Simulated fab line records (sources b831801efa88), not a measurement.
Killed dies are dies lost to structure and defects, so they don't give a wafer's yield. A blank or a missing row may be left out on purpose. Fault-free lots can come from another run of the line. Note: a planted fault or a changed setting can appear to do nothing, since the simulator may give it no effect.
fab line records | flow sky130
record: lots: 15 | wafers: 45 | last-day: 49
route steps=708 shown FIELD_ISO@26 NWELL@66 VT_ADJUST_HVTP@95 VT_ADJUST_HVTR@139
lots that met no fault: from a run of the same line without faults
start-h: start of the lot's first displayed wafer, in hours after the record's first day | wait-h: hours elapsed since this lot's preceding step | " identical to the entry in the row above | L1.1+2: a single row standing in for several wafers | - no value present, or no start provided | * or withheld: withheld | < > ~ a bound
route shown NAME@n: a module of which the file shows steps, and the number in the route of the first | usual: mean/standard deviation of fault-free wafers | same: alike in all rows | chamber/n: place in a boat | sites: readings site by site | _std_site: how widely they spread, as a standard deviation | _edge_site: the outer-site mean with the inner-site mean subtracted | radius-mm: how far each site lies from the wafer's centre | mask NAME#n: copy n | behind: the last tool/chamber to shape the wafer | hold: why the lot was held/for how many hours/how that ended | device: names the non-switching transistor (n, p or np) | end of line: tests run on the same wafers once the route is complete | where a step has no rows: the recipe by itself | killed: not the wafer's yield, but the dies lost to structure and defects at the first sort | map: a wafer's dies, x killed, . not, _ none there
set.NAME: the setting as run; set.NAME@STEP: as run at that earlier step | model.NAME: the simulator's own value behind a step, which no gauge read
steps of the route over a sample of lots; a table a step, a row a wafer
services: from which hour (start-h, from the record's first day; less than 0 if before it) a tool's chamber was out of use, for how many hours, and why
== steps ==
step: SKY_FIELD_ISO_THK_MEAS_25
recipe: reads: SiO2_of_FIELD_ISO_CVD_24
usual: FIELD_ISO_CVD_24_THK: 594/5.7
lot.wafer | tool          | chamber | start-h | wait-h | FIELD_ISO_CVD_24_THK[nm]
L538.2    | film-metro-02 | -       | 31.87   | 0.0    | 601
L538.3    | "             | -       | "       | "      | 602
L538.6    | "             | -       | "       | "      | 609
L540.1    | film-metro-04 | -       | 44.32   | 0.0    | 588
L540.3    | "             | -       | "       | "      | 591
L540.4    | "             | -       | "       | "      | 595
L542.3    | film-metro-04 | -       | 53.30   | 0.1    | 585
L542.4    | "             | -       | "       | "      | 589
L542.5    | "             | -       | "       | "      | 591
L544.2    | film-metro-04 | -       | 63.98   | 0.0    | 592
L544.3    | "             | -       | "       | "      | 596
L544.4    | "             | -       | "       | "      | 594
L545.2    | film-metro-02 | -       | 68.25   | 0.0    | 598
L545.3    | "             | -       | "       | "      | 587
L545.6    | "             | -       | "       | "      | 592
L546.2    | film-metro-03 | -       | 71.81   | 0.0    | 589
L546.3    | "             | -       | "       | "      | 598
L546.5    | "             | -       | "       | "      | 603
L547.2    | film-metro-03 | -       | 77.95   | 0.0    | 591
L547.3    | "             | -       | "       | "      | 587
L547.4    | "             | -       | "       | "      | 590
L548.1    | film-metro-04 | -       | 83.83   | 0.0    | 597
L548.4    | "             | -       | "       | "      | 600
L548.5    | "             | -       | "       | "      | 598
L549.2    | film-metro-04 | -       | 87.82   | 0.0    | 584
L549.3    | "             | -       | "       | "      | 592
L549.4    | "             | -       | "       | "      | 589
L551.1    | film-metro-04 | -       | 100.47  | 0.0    | 588
L551.4    | "             | -       | "       | "      | 587
L551.6    | "             | -       | "       | "      | 592
L552.2    | film-metro-03 | -       | 105.65  | 0.0    | 592
L552.3    | "             | -       | "       | "      | 591
L552.5    | "             | -       | "       | "      | 594
L553.2    | film-metro-03 | -       | 111.41  | 0.0    | 578
L553.4    | "             | -       | "       | "      | 587
L553.6    | "             | -       | "       | "      | 584
L554.1    | film-metro-03 | -       | 115.17  | 0.0    | 594
L554.2    | "             | -       | "       | "      | 592
L554.4    | "             | -       | "       | "      | 592
L555.2    | film-metro-03 | -       | 119.65  | 0.0    | 604
L555.4    | "             | -       | "       | "      | 596
L555.6    | "             | -       | "       | "      | 595
L556.2    | film-metro-02 | -       | 122.98  | 0.1    | 594
L556.4    | "             | -       | "       | "      | 592
L556.6    | "             | -       | "       | "      | 603
step: SKY_NWELL_IMPLANT_13
recipe: species: P | energy-kev: 50 | dose-cm2: 7e+11 | tilt-deg: withheld
usual: beam-energy-keV: 50.000/0.015 | beam-on-s: 9.97/0.22 | implant-ion-amu: 31/0
lot.wafer | tool         | chamber | start-h | wait-h | beam-energy-keV | beam-on-s | implant-ion-amu
L538.2    | implanter-01 | 0       | 86.54   | 0.1    | 49.996          | 9.97      | 31
L538.3    | "            | 0       | "       | "      | 49.993          | 9.61      | 31
L538.6    | "            | 0       | "       | "      | 50.023          | 10.13     | 31
L540.1    | implanter-04 | 0       | 99.87   | 0.1    | 49.992          | 10.20     | 31
L540.3    | "            | 0       | "       | "      | 50.013          | 10.22     | 31
L540.4    | "            | 0       | "       | "      | 49.986          | 9.96      | 31
L542.3    | implanter-04 | 0       | 110.57  | 0.1    | 50.029          | 10.01     | 31
L542.4    | "            | 0       | "       | "      | 50.029          | 9.98      | 31
L542.5    | "            | 0       | "       | "      | 50.023          | 10.28     | 31
L544.2    | implanter-02 | 0       | 121.69  | 0.1    | 50.002          | 10.19     | 31
L544.3    | "            | 0       | "       | "      | 50.006          | 9.55      | 31
L544.4    | "            | 0       | "       | "      | 50.024          | 9.65      | 31
L545.2    | implanter-04 | 0       | 126.01  | 0.1    | 49.995          | 9.87      | 31
L545.3    | "            | 0       | "       | "      | 49.994          | 9.83      | 31
L545.6    | "            | 0       | "       | "      | 50.011          | 9.86      | 31
L546.2    | implanter-02 | 0       | 130.29  | 0.1    | 49.998          | 10.11     | 31
L546.3    | "            | 0       | "       | "      | 50.009          | 10.18     | 31
L546.5    | "            | 0       | "       | "      | 50.015          | 10.27     | 31
L547.2    | implanter-02 | 0       | 136.74  | 0.1    | 50.012          | 9.91      | 31
L547.3    | "            | 0       | "       | "      | 49.986          | 10.00     | 31
L547.4    | "            | 0       | "       | "      | 50.005          | 10.05     | 31
L548.1    | implanter-02 | 0       | 143.64  | 0.1    | 49.992          | 10.26     | 31
L548.4    | "            | 0       | "       | "      | 49.987          | 10.28     | 31
L548.5    | "            | 0       | "       | "      | 49.984          | 9.97      | 31
L549.2    | implanter-02 | 0       | 147.16  | 0.1    | 49.992          | 10.20     | 31
L549.3    | "            | 0       | "       | "      | 49.997          | 10.03     | 31
L549.4    | "            | 0       | "       | "      | 49.990          | 9.67      | 31
L551.1    | implanter-04 | 0       | 159.54  | 0.1    | 50.021          | 9.87      | 31
L551.4    | "            | 0       | "       | "      | 50.015          | 9.97      | 31
L551.6    | "            | 0       | "       | "      | 50.006          | 10.20     | 31
L552.2    | implanter-02 | -       | 168.34  | 0.1    | -               | -         | -
L552.3    | "            | -       | "       | "      | -               | -         | -
L552.5    | "            | -       | "       | "      | -               | -         | -
L553.2    | implanter-04 | -       | 173.11  | 0.1    | -               | -         | -
L553.4    | "            | -       | "       | "      | -               | -         | -
L553.6    | "            | -       | "       | "      | -               | -         | -
L554.1    | implanter-04 | -       | 178.09  | 0.1    | -               | -         | -
L554.2    | "            | -       | "       | "      | -               | -         | -
L554.4    | "            | -       | "       | "      | -               | -         | -
L555.2    | implanter-04 | 0       | 185.34  | 0.1    | 50.012          | 9.60      | 31
L555.4    | "            | 0       | "       | "      | 49.995          | 9.79      | 31
L555.6    | "            | 0       | "       | "      | 50.013          | 9.80      | 31
L556.2    | implanter-04 | 0       | 189.86  | 0.1    | 50.008          | 10.16     | 31
L556.4    | "            | 0       | "       | "      | 49.979          | 10.19     | 31
L556.6    | "            | 0       | "       | "      | 49.985          | 9.87      | 31
step: SKY_NWELL_RS_MEAS_29
recipe: thk-meas-gauge: four-point-probe
usual: NWELL_RS: 624.3/1.7
lot.wafer | tool          | chamber | start-h | wait-h | NWELL_RS[ohm/sq]
L538.2    | film-metro-01 | -       | 104.65  | 0.1    | 622.3
L538.3    | "             | -       | "       | "      | 622.8
L538.6    | "             | -       | "       | "      | 621.7
L540.1    | film-metro-01 | -       | 118.33  | 0.1    | 622.2
L540.3    | "             | -       | "       | "      | 623.8
L540.4    | "             | -       | "       | "      | 622.3
L542.3    | film-metro-01 | -       | 129.49  | 0.1    | 624.0
L542.4    | "             | -       | "       | "      | 625.5
L542.5    | "             | -       | "       | "      | 626.1
L544.2    | film-metro-04 | -       | 141.00  | 0.1    | 622.1
L544.3    | "             | -       | "       | "      | 625.0
L544.4    | "             | -       | "       | "      | 621.9
L545.2    | film-metro-01 | -       | 145.20  | 0.1    | 624.4
L545.3    | "             | -       | "       | "      | 623.9
L545.6    | "             | -       | "       | "      | 624.3
L546.2    | film-metro-01 | -       | 148.67  | 0.1    | 624.3
L546.3    | "             | -       | "       | "      | 624.6
L546.5    | "             | -       | "       | "      | 623.2
L547.2    | film-metro-04 | -       | 155.77  | 0.1    | 623.4
L547.3    | "             | -       | "       | "      | 625.4
L547.4    | "             | -       | "       | "      | 624.0
L548.1    | film-metro-01 | -       | 163.70  | 0.1    | 623.4
L548.4    | "             | -       | "       | "      | 626.7
L548.5    | "             | -       | "       | "      | 621.6
L549.2    | film-metro-01 | -       | 168.27  | 0.1    | 624.9
L549.3    | "             | -       | "       | "      | 625.2
L549.4    | "             | -       | "       | "      | 622.7
L551.1    | film-metro-01 | -       | 180.93  | 0.1    | 623.4
L551.4    | "             | -       | "       | "      | 625.6
L551.6    | "             | -       | "       | "      | 624.1
L552.2    | film-metro-04 | -       | 188.87  | 0.1    | 650.9
L552.3    | "             | -       | "       | "      | 652.4
L552.5    | "             | -       | "       | "      | 650.1
L553.2    | film-metro-04 | -       | 194.50  | 0.1    | 649.5
L553.4    | "             | -       | "       | "      | 647.8
L553.6    | "             | -       | "       | "      | 648.3
L554.1    | film-metro-01 | -       | 198.88  | 0.1    | 655.8
L554.2    | "             | -       | "       | "      | 651.2
L554.4    | "             | -       | "       | "      | 655.2
L555.2    | film-metro-03 | -       | 206.84  | 0.1    | 623.8
L555.4    | "             | -       | "       | "      | 623.2
L555.6    | "             | -       | "       | "      | 622.8
L556.2    | film-metro-01 | -       | 211.85  | 0.1    | 623.7
L556.4    | "             | -       | "       | "      | 625.1
L556.6    | "             | -       | "       | "      | 623.8
step: SKY_VT_ADJUST_HVTP_STRIP_10
recipe: chemistry: O2/N2 | power-w: 1400 | pressure-mtorr: 1500 | platen-temp-c: withheld | o2-flow-sccm: 3000 | n2-flow-sccm: 300 | overash-fraction: 0.5
usual: chamber-pressure-mTorr: 1500.1/1.4 | drypump-motor-current-A: 5.6/0.32 | oes-product-au: 0.715/0.0046 | strip-time-to-endpoint-s: 14.16/0.039
lot.wafer | tool            | chamber | start-h | wait-h | chamber-pressure-mTorr | drypump-motor-current-A | oes-product-au | rf-hours-counter-h | strip-time-to-endpoint-s
L538.2    | plasma-asher-01 | 0       | 122.63  | 0.1    | 1498.3                 | 5.3                     | 0.709          | 46                 | 14.17
L538.3    | "               | 1       | "       | "      | 1499.4                 | 5.6                     | 0.715          | -                  | 14.19
L538.6    | "               | 0       | "       | "      | 1502.9                 | 5.2                     | 0.713          | -                  | 14.18
L540.1    | plasma-asher-04 | 1       | 137.78  | 0.1    | 1498.2                 | 6.2                     | 0.720          | 45                 | 14.11
L540.3    | "               | 0       | "       | "      | 1499.8                 | 5.9                     | 0.718          | -                  | 14.12
L540.4    | "               | 1       | "       | "      | 1499.7                 | 6.2                     | 0.719          | -                  | 14.11
L542.3    | plasma-asher-01 | 1       | 148.12  | 0.1    | 1505.6                 | 5.6                     | 0.711          | -                  | 14.22
L542.4    | "               | 0       | "       | "      | 1501.1                 | 5.2                     | 0.715          | -                  | 14.28
L542.5    | "               | 1       | "       | "      | 1502.3                 | 5.6                     | 0.717          | -                  | 14.23
L544.2    | plasma-asher-01 | 1       | 160.73  | 0.1    | 1500.9                 | 5.6                     | 0.716          | 49                 | 14.16
L544.3    | "               | 0       | "       | "      | 1500.8                 | 5.3                     | 0.713          | -                  | 14.16
L544.4    | "               | 1       | "       | "      | 1502.1                 | 5.6                     | 0.718          | -                  | 14.11
L545.2    | plasma-asher-01 | 1       | 164.96  | 0.1    | 1501.6                 | 5.6                     | 0.708          | 50                 | 14.10
L545.3    | "               | 1       | "       | "      | 1499.8                 | 5.6                     | 0.716          | -                  | 14.14
L545.6    | "               | 1       | "       | "      | 1499.2                 | 5.6                     | 0.714          | -                  | 14.14
L546.2    | plasma-asher-01 | 0       | 169.01  | 0.1    | 1498.9                 | 5.3                     | 0.712          | 50                 | 14.12
L546.3    | "               | 0       | "       | "      | 1502.6                 | 5.2                     | 0.718          | -                  | 14.14
L546.5    | "               | 1       | "       | "      | 1499.6                 | 5.6                     | 0.706          | -                  | 14.13
L547.2    | plasma-asher-02 | 0       | 175.96  | 0.1    | 1499.2                 | 5.3                     | 0.712          | 5                  | 14.22
L547.3    | "               | 1       | "       | "      | 1500.0                 | 5.8                     | 0.707          | -                  | 14.16
L547.4    | "               | 0       | "       | "      | 1500.0                 | 5.3                     | 0.711          | -                  | 14.22
L548.1    | plasma-asher-01 | 1       | 184.26  | 0.1    | 1501.9                 | 5.6                     | 0.723          | 52                 | 14.17
L548.4    | "               | 1       | "       | "      | 1500.7                 | 5.6                     | 0.717          | -                  | 14.09
L548.5    | "               | 1       | "       | "      | 1499.7                 | 5.6                     | 0.719          | -                  | 14.14
L549.2    | plasma-asher-04 | 0       | 189.14  | 0.1    | 1499.1                 | 5.9                     | 0.705          | 50                 | 14.23
L549.3    | "               | 0       | "       | "      | 1501.3                 | 5.9                     | 0.711          | -                  | 14.19
L549.4    | "               | 1       | "       | "      | 1499.4                 | 6.2                     | 0.722          | -                  | 14.19
L551.1    | plasma-asher-02 | 0       | 203.61  | 0.1    | 1500.7                 | 5.3                     | 0.717          | 8                  | 14.20
L551.4    | "               | 1       | "       | "      | 1500.4                 | 5.7                     | 0.720          | -                  | 14.22
L551.6    | "               | 1       | "       | "      | 1499.2                 | 5.7                     | 0.715          | -                  | 14.15
L555.2    | plasma-asher-02 | 0       | 229.78  | 0.1    | 1500.1                 | 5.3                     | 0.726          | 10                 | 14.18
L555.4    | "               | 0       | "       | "      | 1503.5                 | 5.3                     | 0.711          | -                  | 14.15
L555.6    | "               | 1       | "       | "      | 1500.0                 | 5.8                     | 0.708          | -                  | 14.22
L556.2    | plasma-asher-01 | 0       | 233.94  | 0.1    | 1496.8                 | 5.3                     | 0.723          | 57                 | 14.13
L556.4    | "               | 0       | "       | "      | 1499.8                 | 5.3                     | 0.716          | -                  | 14.16
L556.6    | "               | 1       | "       | "      | 1500.5                 | 5.6                     | 0.716          | -                  | 14.14
step: SKY_VT_ADJUST_HVTR_OVL_MEAS_08
usual: VT_ADJUST_HVTR_OVL: -0.5/1.3
lot.wafer | tool       | chamber | start-h | wait-h | VT_ADJUST_HVTR_OVL[nm]
L538.2    | overlay-01 | -       | 206.78  | 0.1    | -0.4
L538.3    | "          | -       | "       | "      | -0.8
L538.6    | "          | -       | "       | "      | 0.2
L540.1    | overlay-01 | -       | 218.85  | 0.1    | 2.9
L540.3    | "          | -       | "       | "      | 1.4
L540.4    | "          | -       | "       | "      | 0.3
L542.3    | overlay-02 | -       | 232.76  | 0.1    | 1.1
L542.4    | "          | -       | "       | "      | 0.0
L542.5    | "          | -       | "       | "      | -0.6
L544.2    | overlay-01 | -       | 248.38  | 0.1    | -1.7
L544.3    | "          | -       | "       | "      | -1.2
L544.4    | "          | -       | "       | "      | -4.6
L545.2    | overlay-02 | -       | 250.60  | 0.1    | -0.8
L545.3    | "          | -       | "       | "      | 0.8
L545.6    | "          | -       | "       | "      | -0.3
L546.2    | overlay-01 | -       | 257.35  | 0.1    | -0.2
L546.3    | "          | -       | "       | "      | -1.1
L546.5    | "          | -       | "       | "      | -0.1
L547.2    | overlay-01 | -       | 262.60  | 0.1    | -1.9
L547.3    | "          | -       | "       | "      | -2.4
L547.4    | "          | -       | "       | "      | -1.9
L548.1    | overlay-01 | -       | 273.83  | 0.1    | 0.2
L548.4    | "          | -       | "       | "      | -0.6
L548.5    | "          | -       | "       | "      | -1.3
L549.2    | overlay-02 | -       | 281.51  | 0.1    | -0.7
L549.3    | "          | -       | "       | "      | 0.3
L549.4    | "          | -       | "       | "      | -0.3
L551.1    | overlay-01 | -       | 297.80  | 0.1    | 0.2
L551.4    | "          | -       | "       | "      | -0.2
L551.6    | "          | -       | "       | "      | -0.8
L555.2    | overlay-01 | -       | 329.10  | 0.1    | -2.9
L555.4    | "          | -       | "       | "      | -0.9
L555.6    | "          | -       | "       | "      | -2.0
L556.2    | overlay-02 | -       | 333.20  | 0.1    | 0.0
L556.4    | "          | -       | "       | "      | -1.4
L556.6    | "          | -       | "       | "      | -0.9
== services ==
tool            | chamber | start-h | hours | kind
plasma-asher-04 | -       | 86.92   | 0.9   | repair
plasma-asher-01 | -       | 87.88   | 3.7   | repair
plasma-asher-02 | -       | 108.75  | 9.0   | pm
plasma-asher-02 | 0       | 108.75  | 9.0   | vent-cycle
plasma-asher-02 | 1       | 108.75  | 9.0   | vent-cycle
plasma-asher-02 | 0       | 117.75  | -     | clean
plasma-asher-02 | 1       | 117.75  | -     | clean
plasma-asher-02 | -       | 118.07  | 5.0   | repair
implanter-01    | -       | 118.98  | 2.5   | repair
implanter-01    | -       | 135.39  | 3.3   | repair
implanter-02    | -       | 154.97  | 2.2   | repair
implanter-01    | -       | 167.44  | 143.6 | pm
implanter-02    | -       | 168.72  | 24.3  | pm
implanter-04    | -       | 181.89  | 3.1   | repair
implanter-02    | -       | 213.59  | 3.4   | repair
plasma-asher-04 | -       | 221.33  | 4.1   | repair
== key ==
first-sign: step: SKY_NWELL_IMPLANT_13 | reading: tool-record | direction: missing
effect: step: SKY_NWELL_RS_MEAS_29 | reading: NWELL_RS | direction: up | sigmas: 16 | usual: 624.3 | struck: 651.2
met-at SKY_NWELL_IMPLANT_13
struck-lots L552,L553,L554
later-rows-left-out L552.2,L552.3,L552.5,L553.2,L553.4,L553.6,L554.1,L554.2,L554.4
sort-left-out L552.2,L552.3,L552.5,L553.2,L553.4,L553.6,L554.1,L554.2,L554.4
tester-left-out L552,L553,L554
not-acting-at SKY_FIELD_ISO_THK_MEAS_25,SKY_VT_ADJUST_HVTP_STRIP_10,SKY_VT_ADJUST_HVTR_OVL_MEAS_08
onset-between 159.54 168.34
fault: kind: skipped-step-whole | tool: implanter-02,implanter-04 | chamber: - | onset-h: 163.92 | steps: SKY_NWELL_IMPLANT_13 | scope: struck-lots-only
tester-left-out: of these lots the tester's yield and bins aren't shown, on N5 and GAA mostly nor the transistor test; their killed dies are dies lost to structure and defects alone, not to doping, threshold or leakage, so they don't give the yield
sort-left-out: the simulated sort isn't trusted on such a fault, so these wafers' sort isn't shown, and their yield isn't known
later-rows-left-out: the simulator's readings of these wafers behind a module that went badly wrong aren't trusted and aren't shown, but for the sort
